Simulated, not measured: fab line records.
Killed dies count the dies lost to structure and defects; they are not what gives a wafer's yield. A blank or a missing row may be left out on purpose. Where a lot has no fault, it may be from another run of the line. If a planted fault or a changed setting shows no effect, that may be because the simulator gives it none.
fab line records / flow sfq_line
record lots=6 wafers=18 last_day=90
route steps=325 shown INCOMING@1 L0@3
lots that met no fault: taken from a fault-free run of the same line
start_h: hours from the record's opening day to when the first of the lot's shown wafers began / wait_h: hours from the lot's prior step to this one / " unchanged from the row above / L1.1+2: one row covering several wafers at once / - no value, or no start was given / * or withheld: withheld / < > ~ a bound
route shown NAME@n: a module of which the file shows steps, and the number in the route of the first / usual: mean/standard deviation of fault-free wafers / same: alike in all rows / chamber/n: place in a boat / sites: each site's reading / _std_site: their standard deviation / _edge_site: inner sites' mean taken away from outer sites' mean / radius_mm: for every site, how far away it sits from the centre of the wafer / mask NAME#n: copy n / behind: the tool/chamber that last shaped the wafer / hold: cause of the lot's hold/its duration in hours/its outcome / device: transistor that didn't switch, given as n, p or np / end of line: the tests these same wafers got at the end of their route / for a step that has no rows: nothing shown but its recipe / killed: the dies lost at the first sort to structure and to defects; this is not the yield of the wafer / map: a wafer's dies, marking killed ones x, the rest . and places with no die _
set.NAME: the setting as run; set.NAME@STEP: as run at that earlier step / model.NAME: the simulator's own value behind a step, which no gauge read
certain route steps with their lots: each step a table, each wafer a row
services: from which hour (start_h, from the record's first day; less than 0 if before it) a tool's chamber was out of use, for how many hours, and why
## steps
# step SFQ_INCOMING_BOW_MEAS_900
# recipe mode=bow
# usual INCOMING_BOW=1/6.5
lot.wafer=L123.1 tool=film_metro-01 chamber=- start_h=30.00 wait_h=- INCOMING_BOW[um]=3
lot.wafer=L123.3 tool=film_metro-01 chamber=- start_h=30.00 wait_h=- INCOMING_BOW[um]=6
lot.wafer=L123.5 tool=film_metro-01 chamber=- start_h=30.00 wait_h=- INCOMING_BOW[um]=-6
lot.wafer=L127.1 tool=film_metro-01 chamber=- start_h=50.00 wait_h=- INCOMING_BOW[um]=7
lot.wafer=L127.4 tool=film_metro-01 chamber=- start_h=50.00 wait_h=- INCOMING_BOW[um]=5
lot.wafer=L127.5 tool=film_metro-01 chamber=- start_h=50.00 wait_h=- INCOMING_BOW[um]=3
lot.wafer=L128.1 tool=film_metro-01 chamber=- start_h=55.00 wait_h=- INCOMING_BOW[um]=7
lot.wafer=L128.3 tool=film_metro-01 chamber=- start_h=55.00 wait_h=- INCOMING_BOW[um]=-4
lot.wafer=L128.5 tool=film_metro-01 chamber=- start_h=55.00 wait_h=- INCOMING_BOW[um]=8
lot.wafer=L129.2 tool=film_metro-01 chamber=- start_h=60.02 wait_h=- INCOMING_BOW[um]=5
lot.wafer=L129.3 tool=film_metro-01 chamber=- start_h=60.02 wait_h=- INCOMING_BOW[um]=-1
lot.wafer=L129.6 tool=film_metro-01 chamber=- start_h=60.02 wait_h=- INCOMING_BOW[um]=7
lot.wafer=L140.3 tool=film_metro-04 chamber=- start_h=115.04 wait_h=- INCOMING_BOW[um]=5
lot.wafer=L140.4 tool=film_metro-04 chamber=- start_h=115.04 wait_h=- INCOMING_BOW[um]=0
lot.wafer=L140.5 tool=film_metro-04 chamber=- start_h=115.04 wait_h=- INCOMING_BOW[um]=-2
lot.wafer=L142.1 tool=film_metro-01 chamber=- start_h=125.00 wait_h=- INCOMING_BOW[um]=8
lot.wafer=L142.3 tool=film_metro-01 chamber=- start_h=125.00 wait_h=- INCOMING_BOW[um]=17
lot.wafer=L142.6 tool=film_metro-01 chamber=- start_h=125.00 wait_h=- INCOMING_BOW[um]=-6
# step SFQ_TRILAYER_INCOMING_OXIDATION_002
# recipe temp_c=1000 ambient=H2O target_thk_a=5000 p_h2o_torr=720 ox_time_s=4939
# step SFQ_TRILAYER_L0_DEP_SPUTTER_003
# recipe material=MoNx_KI base_pressure_pa=1.33e-06 target_thk_nm=40 power_w=800 time_s=100 chamber_pressure_pa=0.4
# usual throttle_valve_pct=30.2/1
lot.wafer=L123.1 tool=pvd_sputter-05 chamber=- start_h=32.49 wait_h=0.0 throttle_valve_pct=30.0
lot.wafer=L123.3 tool=pvd_sputter-05 chamber=- start_h=32.49 wait_h=0.0 throttle_valve_pct=31.2
lot.wafer=L123.5 tool=pvd_sputter-05 chamber=- start_h=32.49 wait_h=0.0 throttle_valve_pct=31.4
lot.wafer=L127.1 tool=pvd_sputter-06 chamber=- start_h=52.49 wait_h=0.0 throttle_valve_pct=30.4
lot.wafer=L127.4 tool=pvd_sputter-06 chamber=- start_h=52.49 wait_h=0.0 throttle_valve_pct=29.1
lot.wafer=L127.5 tool=pvd_sputter-06 chamber=- start_h=52.49 wait_h=0.0 throttle_valve_pct=31.5
lot.wafer=L128.1 tool=pvd_sputter-05 chamber=- start_h=57.49 wait_h=0.0 throttle_valve_pct=31.3
lot.wafer=L128.3 tool=pvd_sputter-05 chamber=- start_h=57.49 wait_h=0.0 throttle_valve_pct=30.0
lot.wafer=L128.5 tool=pvd_sputter-05 chamber=- start_h=57.49 wait_h=0.0 throttle_valve_pct=31.4
lot.wafer=L129.2 tool=pvd_sputter-03 chamber=- start_h=62.49 wait_h=0.0 throttle_valve_pct=29.4
lot.wafer=L129.3 tool=pvd_sputter-03 chamber=- start_h=62.49 wait_h=0.0 throttle_valve_pct=28.7
lot.wafer=L129.6 tool=pvd_sputter-03 chamber=- start_h=62.49 wait_h=0.0 throttle_valve_pct=29.8
lot.wafer=L140.3 tool=pvd_sputter-05 chamber=- start_h=117.49 wait_h=0.0 throttle_valve_pct=30.4
lot.wafer=L140.4 tool=pvd_sputter-05 chamber=- start_h=117.49 wait_h=0.0 throttle_valve_pct=30.1
lot.wafer=L140.5 tool=pvd_sputter-05 chamber=- start_h=117.49 wait_h=0.0 throttle_valve_pct=30.0
lot.wafer=L142.1 tool=pvd_sputter-03 chamber=- start_h=127.49 wait_h=0.0 throttle_valve_pct=28.5
lot.wafer=L142.3 tool=pvd_sputter-03 chamber=- start_h=127.49 wait_h=0.0 throttle_valve_pct=31.2
lot.wafer=L142.6 tool=pvd_sputter-03 chamber=- start_h=127.49 wait_h=0.0 throttle_valve_pct=31.2
# step SFQ_L0_RS_MEAS_901
# recipe thk_meas_gauge=four-point-probe reads=MoNx_KI_of_TRILAYER_L0_DEP_SPUTTER_003
# usual L0_MONX_KI_RS=43.5/0.52
lot.wafer=L123.1 tool=film_metro-01 chamber=- start_h=32.56 wait_h=0.0 L0_MONX_KI_RS[ohm/sq]=43.6
lot.wafer=L123.3 tool=film_metro-01 chamber=- start_h=32.56 wait_h=0.0 L0_MONX_KI_RS[ohm/sq]=43.3
lot.wafer=L123.5 tool=film_metro-01 chamber=- start_h=32.56 wait_h=0.0 L0_MONX_KI_RS[ohm/sq]=43.1
lot.wafer=L127.1 tool=film_metro-04 chamber=- start_h=52.56 wait_h=0.0 L0_MONX_KI_RS[ohm/sq]=43.8
lot.wafer=L127.4 tool=film_metro-04 chamber=- start_h=52.56 wait_h=0.0 L0_MONX_KI_RS[ohm/sq]=43.0
lot.wafer=L127.5 tool=film_metro-04 chamber=- start_h=52.56 wait_h=0.0 L0_MONX_KI_RS[ohm/sq]=43.5
lot.wafer=L128.1 tool=film_metro-01 chamber=- start_h=57.56 wait_h=0.0 L0_MONX_KI_RS[ohm/sq]=44.2
lot.wafer=L128.3 tool=film_metro-01 chamber=- start_h=57.56 wait_h=0.0 L0_MONX_KI_RS[ohm/sq]=44.4
lot.wafer=L128.5 tool=film_metro-01 chamber=- start_h=57.56 wait_h=0.0 L0_MONX_KI_RS[ohm/sq]=44.1
lot.wafer=L129.2 tool=film_metro-01 chamber=- start_h=62.58 wait_h=0.1 L0_MONX_KI_RS[ohm/sq]=45.1
lot.wafer=L129.3 tool=film_metro-01 chamber=- start_h=62.58 wait_h=0.1 L0_MONX_KI_RS[ohm/sq]=44.5
lot.wafer=L129.6 tool=film_metro-01 chamber=- start_h=62.58 wait_h=0.1 L0_MONX_KI_RS[ohm/sq]=44.5
lot.wafer=L140.3 tool=film_metro-04 chamber=- start_h=117.60 wait_h=0.1 L0_MONX_KI_RS[ohm/sq]=43.5
lot.wafer=L140.4 tool=film_metro-04 chamber=- start_h=117.60 wait_h=0.1 L0_MONX_KI_RS[ohm/sq]=43.8
lot.wafer=L140.5 tool=film_metro-04 chamber=- start_h=117.60 wait_h=0.1 L0_MONX_KI_RS[ohm/sq]=43.9
lot.wafer=L142.1 tool=film_metro-03 chamber=- start_h=127.56 wait_h=0.0 L0_MONX_KI_RS[ohm/sq]=42.7
lot.wafer=L142.3 tool=film_metro-03 chamber=- start_h=127.56 wait_h=0.0 L0_MONX_KI_RS[ohm/sq]=42.8
lot.wafer=L142.6 tool=film_metro-03 chamber=- start_h=127.56 wait_h=0.0 L0_MONX_KI_RS[ohm/sq]=43.2
# step SFQ_L0_THK_MEAS_902
# recipe thk_meas_gauge=xrf reads=MoNx_KI_of_TRILAYER_L0_DEP_SPUTTER_003
# usual L0_MONX_KI_THK=40.0/0.5
lot.wafer=L123.1 tool=film_metro-01 chamber=- start_h=32.68 wait_h=0.1 L0_MONX_KI_THK[nm]=39.6
lot.wafer=L123.3 tool=film_metro-01 chamber=- start_h=32.68 wait_h=0.1 L0_MONX_KI_THK[nm]=40.2
lot.wafer=L123.5 tool=film_metro-01 chamber=- start_h=32.68 wait_h=0.1 L0_MONX_KI_THK[nm]=40.2
lot.wafer=L127.1 tool=film_metro-04 chamber=- start_h=52.68 wait_h=0.1 L0_MONX_KI_THK[nm]=39.8
lot.wafer=L127.4 tool=film_metro-04 chamber=- start_h=52.68 wait_h=0.1 L0_MONX_KI_THK[nm]=40.5
lot.wafer=L127.5 tool=film_metro-04 chamber=- start_h=52.68 wait_h=0.1 L0_MONX_KI_THK[nm]=40.3
lot.wafer=L128.1 tool=film_metro-01 chamber=- start_h=57.68 wait_h=0.1 L0_MONX_KI_THK[nm]=39.5
lot.wafer=L128.3 tool=film_metro-01 chamber=- start_h=57.68 wait_h=0.1 L0_MONX_KI_THK[nm]=39.2
lot.wafer=L128.5 tool=film_metro-01 chamber=- start_h=57.68 wait_h=0.1 L0_MONX_KI_THK[nm]=39.0
lot.wafer=L129.2 tool=film_metro-01 chamber=- start_h=62.69 wait_h=0.1 L0_MONX_KI_THK[nm]=38.6
lot.wafer=L129.3 tool=film_metro-01 chamber=- start_h=62.69 wait_h=0.1 L0_MONX_KI_THK[nm]=39.0
lot.wafer=L129.6 tool=film_metro-01 chamber=- start_h=62.69 wait_h=0.1 L0_MONX_KI_THK[nm]=39.1
lot.wafer=L140.3 tool=film_metro-04 chamber=- start_h=117.70 wait_h=0.1 L0_MONX_KI_THK[nm]=40.2
lot.wafer=L140.4 tool=film_metro-04 chamber=- start_h=117.70 wait_h=0.1 L0_MONX_KI_THK[nm]=39.9
lot.wafer=L140.5 tool=film_metro-04 chamber=- start_h=117.70 wait_h=0.1 L0_MONX_KI_THK[nm]=39.9
lot.wafer=L142.1 tool=film_metro-03 chamber=- start_h=127.68 wait_h=0.1 L0_MONX_KI_THK[nm]=40.8
lot.wafer=L142.3 tool=film_metro-03 chamber=- start_h=127.68 wait_h=0.1 L0_MONX_KI_THK[nm]=40.8
lot.wafer=L142.6 tool=film_metro-03 chamber=- start_h=127.68 wait_h=0.1 L0_MONX_KI_THK[nm]=40.1
# step SFQ_TRILAYER_L0_LITHO_COAT_010
# recipe resist=BARC spin_rpm=3000 resist_thk_nm=62
# step SFQ_TRILAYER_L0_LITHO_COAT_005
# recipe resist=KrF spin_rpm=3000 resist_thk_nm=600
# step SFQ_TRILAYER_L0_LITHO_SOFTBAKE_009
# recipe temp_c=withheld time_s=withheld resist=KrF
# step SFQ_TRILAYER_L0_LITHO_EXPOSE_006
# recipe mask_id=L0 na=0.6 source_shape=conventional sigma_outer=0.65 target_cd_nm=2000 dose_mj=14.4
# step SFQ_TRILAYER_L0_LITHO_PEB_008
# recipe peb_temp_c=115 peb_time_s=60 resist=KrF
# usual chill_plate_temp_C=23.00/0.11 heater_power_total_W=79.15/0.066 plate_temp_C=115.02/0.13
lot.wafer=L123.1 tool=litho_track-03 chamber=0 start_h=105.37 wait_h=1.0 chill_plate_temp_C=22.94 heater_power_total_W=79.16 plate_temp_C=114.95
lot.wafer=L123.3 tool=litho_track-03 chamber=0 start_h=105.37 wait_h=1.0 chill_plate_temp_C=22.90 heater_power_total_W=79.24 plate_temp_C=115.06
lot.wafer=L123.5 tool=litho_track-03 chamber=0 start_h=105.37 wait_h=1.0 chill_plate_temp_C=22.96 heater_power_total_W=79.20 plate_temp_C=115.17
lot.wafer=L127.1 tool=litho_track-04 chamber=0 start_h=124.82 wait_h=1.0 chill_plate_temp_C=23.04 heater_power_total_W=79.22 plate_temp_C=115.00
lot.wafer=L127.4 tool=litho_track-04 chamber=0 start_h=124.82 wait_h=1.0 chill_plate_temp_C=22.82 heater_power_total_W=79.18 plate_temp_C=115.12
lot.wafer=L127.5 tool=litho_track-04 chamber=0 start_h=124.82 wait_h=1.0 chill_plate_temp_C=23.13 heater_power_total_W=79.23 plate_temp_C=115.08
lot.wafer=L128.1 tool=litho_track-04 chamber=0 start_h=129.62 wait_h=1.0 chill_plate_temp_C=23.03 heater_power_total_W=76.46 plate_temp_C=112.14
lot.wafer=L128.3 tool=litho_track-04 chamber=0 start_h=129.62 wait_h=1.0 chill_plate_temp_C=23.07 heater_power_total_W=76.50 plate_temp_C=111.94
lot.wafer=L128.5 tool=litho_track-04 chamber=0 start_h=129.62 wait_h=1.0 chill_plate_temp_C=22.97 heater_power_total_W=76.60 plate_temp_C=112.06
lot.wafer=L129.2 tool=litho_track-04 chamber=0 start_h=138.04 wait_h=0.8 chill_plate_temp_C=23.00 heater_power_total_W=76.54 plate_temp_C=112.29
lot.wafer=L129.3 tool=litho_track-04 chamber=0 start_h=138.04 wait_h=0.8 chill_plate_temp_C=22.86 heater_power_total_W=76.50 plate_temp_C=112.05
lot.wafer=L129.6 tool=litho_track-04 chamber=0 start_h=138.04 wait_h=0.8 chill_plate_temp_C=22.91 heater_power_total_W=76.40 plate_temp_C=112.06
lot.wafer=L140.3 tool=litho_track-03 chamber=0 start_h=215.60 wait_h=0.7 chill_plate_temp_C=22.80 heater_power_total_W=79.11 plate_temp_C=114.71
lot.wafer=L140.4 tool=litho_track-03 chamber=0 start_h=215.60 wait_h=0.7 chill_plate_temp_C=22.93 heater_power_total_W=79.24 plate_temp_C=114.82
lot.wafer=L140.5 tool=litho_track-03 chamber=0 start_h=215.60 wait_h=0.7 chill_plate_temp_C=22.94 heater_power_total_W=79.20 plate_temp_C=115.06
lot.wafer=L142.1 tool=litho_track-04 chamber=0 start_h=223.95 wait_h=1.0 chill_plate_temp_C=22.94 heater_power_total_W=79.16 plate_temp_C=114.86
lot.wafer=L142.3 tool=litho_track-04 chamber=0 start_h=223.95 wait_h=1.0 chill_plate_temp_C=22.84 heater_power_total_W=79.05 plate_temp_C=114.91
lot.wafer=L142.6 tool=litho_track-04 chamber=0 start_h=223.95 wait_h=1.0 chill_plate_temp_C=22.83 heater_power_total_W=78.99 plate_temp_C=115.15
# step SFQ_TRILAYER_L0_LITHO_DEVELOP_007
# recipe time_s=60 resist=KrF
# step SFQ_TRILAYER_L0_BARC_OPEN_METAL_ETCH_010
# recipe mask_material=PR chemistry=O2 target_depth_nm=125 target=BARC icp_w=600 bias_w=80 pressure_mtorr=10 time_s=41.7
# usual bias_w=80.02/0.22 drypump_motor_current_A=5.5/0.57 oes_product_au=0.685/0.0045
lot.wafer=L123.1 tool=rie_metal-02 chamber=0 start_h=105.67 wait_h=0.1 bias_w=80.36 drypump_motor_current_A=5.0 oes_product_au=0.685 rf_hours_counter_h=134 model.L0.cd_nm=2000
lot.wafer=L123.3 tool=rie_metal-02 chamber=1 start_h=105.67 wait_h=0.1 bias_w=79.68 drypump_motor_current_A=5.7 oes_product_au=0.690 rf_hours_counter_h=- model.L0.cd_nm=1998
lot.wafer=L123.5 tool=rie_metal-02 chamber=1 start_h=105.67 wait_h=0.1 bias_w=80.35 drypump_motor_current_A=5.8 oes_product_au=0.688 rf_hours_counter_h=- model.L0.cd_nm=1998
lot.wafer=L127.1 tool=rie_metal-01 chamber=1 start_h=125.12 wait_h=0.1 bias_w=80.01 drypump_motor_current_A=6.6 oes_product_au=0.685 rf_hours_counter_h=87 model.L0.cd_nm=2001
lot.wafer=L127.4 tool=rie_metal-01 chamber=0 start_h=125.12 wait_h=0.1 bias_w=80.29 drypump_motor_current_A=5.1 oes_product_au=0.683 rf_hours_counter_h=- model.L0.cd_nm=2002
lot.wafer=L127.5 tool=rie_metal-01 chamber=1 start_h=125.12 wait_h=0.1 bias_w=79.94 drypump_motor_current_A=6.7 oes_product_au=0.686 rf_hours_counter_h=- model.L0.cd_nm=2001
lot.wafer=L128.1 tool=rie_metal-01 chamber=1 start_h=129.92 wait_h=0.1 bias_w=80.12 drypump_motor_current_A=6.6 oes_product_au=0.687 rf_hours_counter_h=87 model.L0.cd_nm=2061
lot.wafer=L128.3 tool=rie_metal-01 chamber=0 start_h=129.92 wait_h=0.1 bias_w=80.15 drypump_motor_current_A=5.1 oes_product_au=0.675 rf_hours_counter_h=- model.L0.cd_nm=2060
lot.wafer=L128.5 tool=rie_metal-01 chamber=0 start_h=129.92 wait_h=0.1 bias_w=80.27 drypump_motor_current_A=5.1 oes_product_au=0.688 rf_hours_counter_h=- model.L0.cd_nm=2061
lot.wafer=L129.2 tool=rie_metal-02 chamber=1 start_h=138.32 wait_h=0.1 bias_w=80.01 drypump_motor_current_A=5.7 oes_product_au=0.690 rf_hours_counter_h=90 model.L0.cd_nm=2059
lot.wafer=L129.3 tool=rie_metal-02 chamber=0 start_h=138.32 wait_h=0.1 bias_w=80.11 drypump_motor_current_A=5.0 oes_product_au=0.684 rf_hours_counter_h=- model.L0.cd_nm=2060
lot.wafer=L129.6 tool=rie_metal-02 chamber=0 start_h=138.32 wait_h=0.1 bias_w=80.09 drypump_motor_current_A=5.0 oes_product_au=0.688 rf_hours_counter_h=- model.L0.cd_nm=2061
lot.wafer=L140.3 tool=rie_metal-03 chamber=1 start_h=215.87 wait_h=0.1 bias_w=80.28 drypump_motor_current_A=5.2 oes_product_au=0.677 rf_hours_counter_h=- model.L0.cd_nm=2000
lot.wafer=L140.4 tool=rie_metal-03 chamber=0 start_h=215.87 wait_h=0.1 bias_w=80.41 drypump_motor_current_A=5.1 oes_product_au=0.682 rf_hours_counter_h=- model.L0.cd_nm=1999
lot.wafer=L140.5 tool=rie_metal-03 chamber=1 start_h=215.87 wait_h=0.1 bias_w=79.90 drypump_motor_current_A=5.2 oes_product_au=0.689 rf_hours_counter_h=- model.L0.cd_nm=1999
lot.wafer=L142.1 tool=rie_metal-02 chamber=0 start_h=224.25 wait_h=0.1 bias_w=80.24 drypump_motor_current_A=5.0 oes_product_au=0.686 rf_hours_counter_h=153 model.L0.cd_nm=2001
lot.wafer=L142.3 tool=rie_metal-02 chamber=0 start_h=224.25 wait_h=0.1 bias_w=79.92 drypump_motor_current_A=5.0 oes_product_au=0.683 rf_hours_counter_h=- model.L0.cd_nm=2000
lot.wafer=L142.6 tool=rie_metal-02 chamber=0 start_h=224.25 wait_h=0.1 bias_w=80.14 drypump_motor_current_A=5.0 oes_product_au=0.695 rf_hours_counter_h=- model.L0.cd_nm=2001
# step SFQ_TRILAYER_L0_ETCH_METAL_ETCH_008
# recipe target=MoNx_KI stop_on=SiO2 mask_material=PR chemistry=SF6/O2 target_depth_nm=50 icp_w=600 bias_w=80 pressure_mtorr=10 time_s=25
# usual bias_w=79.98/0.23 drypump_motor_current_A=5.5/0.57 oes_product_au=0.874/0.0074
lot.wafer=L123.1 tool=rie_metal-02 chamber=0 start_h=105.73 wait_h=0.0 bias_w=80.38 drypump_motor_current_A=5.0 oes_product_au=0.878 rf_hours_counter_h=134 model.L0.cd_nm=2000
lot.wafer=L123.3 tool=rie_metal-02 chamber=1 start_h=105.73 wait_h=0.0 bias_w=79.76 drypump_motor_current_A=5.7 oes_product_au=0.882 rf_hours_counter_h=- model.L0.cd_nm=1998
lot.wafer=L123.5 tool=rie_metal-02 chamber=1 start_h=105.73 wait_h=0.0 bias_w=79.67 drypump_motor_current_A=5.7 oes_product_au=0.875 rf_hours_counter_h=- model.L0.cd_nm=1998
lot.wafer=L127.1 tool=rie_metal-01 chamber=1 start_h=125.18 wait_h=0.0 bias_w=80.26 drypump_motor_current_A=6.6 oes_product_au=0.873 rf_hours_counter_h=87 model.L0.cd_nm=2002
lot.wafer=L127.4 tool=rie_metal-01 chamber=0 start_h=125.18 wait_h=0.0 bias_w=80.09 drypump_motor_current_A=5.1 oes_product_au=0.882 rf_hours_counter_h=- model.L0.cd_nm=2002
lot.wafer=L127.5 tool=rie_metal-01 chamber=1 start_h=125.18 wait_h=0.0 bias_w=80.05 drypump_motor_current_A=6.6 oes_product_au=0.874 rf_hours_counter_h=- model.L0.cd_nm=2002
lot.wafer=L128.1 tool=rie_metal-01 chamber=1 start_h=129.98 wait_h=0.0 bias_w=79.91 drypump_motor_current_A=6.6 oes_product_au=0.867 rf_hours_counter_h=88 model.L0.cd_nm=2061
lot.wafer=L128.3 tool=rie_metal-01 chamber=0 start_h=129.98 wait_h=0.0 bias_w=80.21 drypump_motor_current_A=5.1 oes_product_au=0.866 rf_hours_counter_h=- model.L0.cd_nm=2060
lot.wafer=L128.5 tool=rie_metal-01 chamber=0 start_h=129.98 wait_h=0.0 bias_w=80.24 drypump_motor_current_A=5.1 oes_product_au=0.870 rf_hours_counter_h=- model.L0.cd_nm=2062
lot.wafer=L129.2 tool=rie_metal-02 chamber=1 start_h=138.38 wait_h=0.0 bias_w=80.04 drypump_motor_current_A=5.8 oes_product_au=0.849 rf_hours_counter_h=91 model.L0.cd_nm=2059
lot.wafer=L129.3 tool=rie_metal-02 chamber=0 start_h=138.38 wait_h=0.0 bias_w=80.09 drypump_motor_current_A=5.0 oes_product_au=0.861 rf_hours_counter_h=- model.L0.cd_nm=2060
lot.wafer=L129.6 tool=rie_metal-02 chamber=0 start_h=138.38 wait_h=0.0 bias_w=79.85 drypump_motor_current_A=5.0 oes_product_au=0.865 rf_hours_counter_h=- model.L0.cd_nm=2061
lot.wafer=L140.3 tool=rie_metal-03 chamber=1 start_h=215.92 wait_h=0.0 bias_w=80.32 drypump_motor_current_A=5.3 oes_product_au=0.871 rf_hours_counter_h=- model.L0.cd_nm=2000
lot.wafer=L140.4 tool=rie_metal-03 chamber=0 start_h=215.92 wait_h=0.0 bias_w=80.19 drypump_motor_current_A=5.1 oes_product_au=0.876 rf_hours_counter_h=- model.L0.cd_nm=1999
lot.wafer=L140.5 tool=rie_metal-03 chamber=1 start_h=215.92 wait_h=0.0 bias_w=79.46 drypump_motor_current_A=5.3 oes_product_au=0.870 rf_hours_counter_h=- model.L0.cd_nm=2000
lot.wafer=L142.1 tool=rie_metal-02 chamber=0 start_h=224.31 wait_h=0.0 bias_w=79.66 drypump_motor_current_A=5.0 oes_product_au=0.892 rf_hours_counter_h=153 model.L0.cd_nm=2001
lot.wafer=L142.3 tool=rie_metal-02 chamber=0 start_h=224.31 wait_h=0.0 bias_w=79.77 drypump_motor_current_A=5.0 oes_product_au=0.883 rf_hours_counter_h=- model.L0.cd_nm=2000
lot.wafer=L142.6 tool=rie_metal-02 chamber=0 start_h=224.31 wait_h=0.0 bias_w=79.88 drypump_motor_current_A=5.0 oes_product_au=0.878 rf_hours_counter_h=- model.L0.cd_nm=2001
# step SFQ_TRILAYER_L0_STRIP_STRIP_009
# recipe gas=O2 power_w=200 platen_temp_c=40 overash_fraction=0.65 chemistry=O2 pressure_mtorr=50
# usual drypump_motor_current_A=5.5/0.57 oes_product_au=0.998/0.0092
# same overash_fraction=0.65
lot.wafer=L123.1 tool=rie_metal-02 chamber=0 start_h=105.78 wait_h=0.0 drypump_motor_current_A=5.0 oes_product_au=0.993 rf_hours_counter_h=134
lot.wafer=L123.3 tool=rie_metal-02 chamber=1 start_h=105.78 wait_h=0.0 drypump_motor_current_A=5.7 oes_product_au=1.000 rf_hours_counter_h=-
lot.wafer=L123.5 tool=rie_metal-02 chamber=1 start_h=105.78 wait_h=0.0 drypump_motor_current_A=5.7 oes_product_au=1.001 rf_hours_counter_h=-
lot.wafer=L127.1 tool=rie_metal-01 chamber=1 start_h=125.22 wait_h=0.0 drypump_motor_current_A=6.7 oes_product_au=0.990 rf_hours_counter_h=87
lot.wafer=L127.4 tool=rie_metal-01 chamber=0 start_h=125.22 wait_h=0.0 drypump_motor_current_A=5.1 oes_product_au=1.005 rf_hours_counter_h=-
lot.wafer=L127.5 tool=rie_metal-01 chamber=1 start_h=125.22 wait_h=0.0 drypump_motor_current_A=6.7 oes_product_au=0.977 rf_hours_counter_h=-
lot.wafer=L128.1 tool=rie_metal-01 chamber=1 start_h=130.02 wait_h=0.0 drypump_motor_current_A=6.7 oes_product_au=0.992 rf_hours_counter_h=88
lot.wafer=L128.3 tool=rie_metal-01 chamber=0 start_h=130.02 wait_h=0.0 drypump_motor_current_A=5.1 oes_product_au=1.012 rf_hours_counter_h=-
lot.wafer=L128.5 tool=rie_metal-01 chamber=0 start_h=130.02 wait_h=0.0 drypump_motor_current_A=5.1 oes_product_au=1.010 rf_hours_counter_h=-
lot.wafer=L129.2 tool=rie_metal-02 chamber=1 start_h=138.42 wait_h=0.0 drypump_motor_current_A=5.7 oes_product_au=0.999 rf_hours_counter_h=91
lot.wafer=L129.3 tool=rie_metal-02 chamber=0 start_h=138.42 wait_h=0.0 drypump_motor_current_A=5.0 oes_product_au=1.003 rf_hours_counter_h=-
lot.wafer=L129.6 tool=rie_metal-02 chamber=0 start_h=138.42 wait_h=0.0 drypump_motor_current_A=5.0 oes_product_au=0.997 rf_hours_counter_h=-
lot.wafer=L140.3 tool=rie_metal-03 chamber=1 start_h=216.15 wait_h=0.2 drypump_motor_current_A=5.3 oes_product_au=0.991 rf_hours_counter_h=-
lot.wafer=L140.4 tool=rie_metal-03 chamber=0 start_h=216.15 wait_h=0.2 drypump_motor_current_A=5.1 oes_product_au=0.993 rf_hours_counter_h=-
lot.wafer=L140.5 tool=rie_metal-03 chamber=1 start_h=216.15 wait_h=0.2 drypump_motor_current_A=5.3 oes_product_au=1.006 rf_hours_counter_h=-
lot.wafer=L142.1 tool=rie_metal-02 chamber=0 start_h=224.35 wait_h=0.0 drypump_motor_current_A=5.0 oes_product_au=1.002 rf_hours_counter_h=153
lot.wafer=L142.3 tool=rie_metal-02 chamber=0 start_h=224.35 wait_h=0.0 drypump_motor_current_A=5.0 oes_product_au=1.000 rf_hours_counter_h=-
lot.wafer=L142.6 tool=rie_metal-02 chamber=0 start_h=224.35 wait_h=0.0 drypump_motor_current_A=5.0 oes_product_au=1.001 rf_hours_counter_h=-
## services
tool=rie_metal-02 chamber=- start_h=15.01 hours=1.1 kind=repair
tool=rie_metal-01 chamber=0 start_h=15.70 hours=16.4 kind=repair
tool=rie_metal-03 chamber=- start_h=16.47 hours=1.2 kind=repair
tool=pvd_sputter-03 chamber=2 start_h=16.61 hours=- kind=consumable_replace:kit
tool=pvd_sputter-03 chamber=2 start_h=16.61 hours=18.0 kind=scheduled_down
tool=pvd_sputter-03 chamber=2 start_h=16.61 hours=18.0 kind=vent_cycle
tool=pvd_sputter-06 chamber=- start_h=27.92 hours=2.8 kind=repair
tool=rie_metal-03 chamber=1 start_h=38.55 hours=2.6 kind=repair
tool=rie_metal-03 chamber=0 start_h=41.26 hours=4.2 kind=repair
tool=rie_metal-03 chamber=- start_h=41.69 hours=1.2 kind=repair
tool=rie_metal-02 chamber=1 start_h=72.24 hours=3.4 kind=repair
tool=pvd_sputter-06 chamber=- start_h=84.12 hours=0.8 kind=repair
tool=rie_metal-01 chamber=- start_h=95.75 hours=2.5 kind=repair
tool=rie_metal-01 chamber=- start_h=113.85 hours=4.7 kind=repair
tool=pvd_sputter-06 chamber=- start_h=181.17 hours=2.0 kind=repair
tool=pvd_sputter-05 chamber=1 start_h=183.99 hours=- kind=consumable_replace:kit
tool=pvd_sputter-05 chamber=1 start_h=183.99 hours=18.0 kind=scheduled_down
tool=pvd_sputter-05 chamber=1 start_h=183.99 hours=18.0 kind=vent_cycle
tool=pvd_sputter-03 chamber=- start_h=217.53 hours=0.7 kind=repair
## key
first_sign step=SFQ_TRILAYER_L0_LITHO_PEB_008 reading=heater_power_total_W direction=down sigmas=40 usual=79.15 struck=76.50
effect step=SFQ_TRILAYER_L0_LITHO_PEB_008 reading=plate_temp_C direction=down sigmas=23 usual=* struck=*
model_effect step=SFQ_TRILAYER_L0_BARC_OPEN_METAL_ETCH_010 value=L0.cd_nm without=2000 struck=2060
model_effect step=SFQ_TRILAYER_L0_ETCH_METAL_ETCH_008 value=L0.cd_nm without=2000 struck=2061
met_at SFQ_TRILAYER_L0_LITHO_PEB_008
struck_wafers L128.1,L128.3,L128.5,L129.2,L129.3,L129.6
onset_between 124.82 129.62
fault kind=process_parameter_drift tool=litho_track-04 chamber=- onset_h=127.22 steps=SFQ_TRILAYER_L0_LITHO_PEB_008 channel=peb_temp_c offset=* shape=step end_h=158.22 acts_in=* stated=*
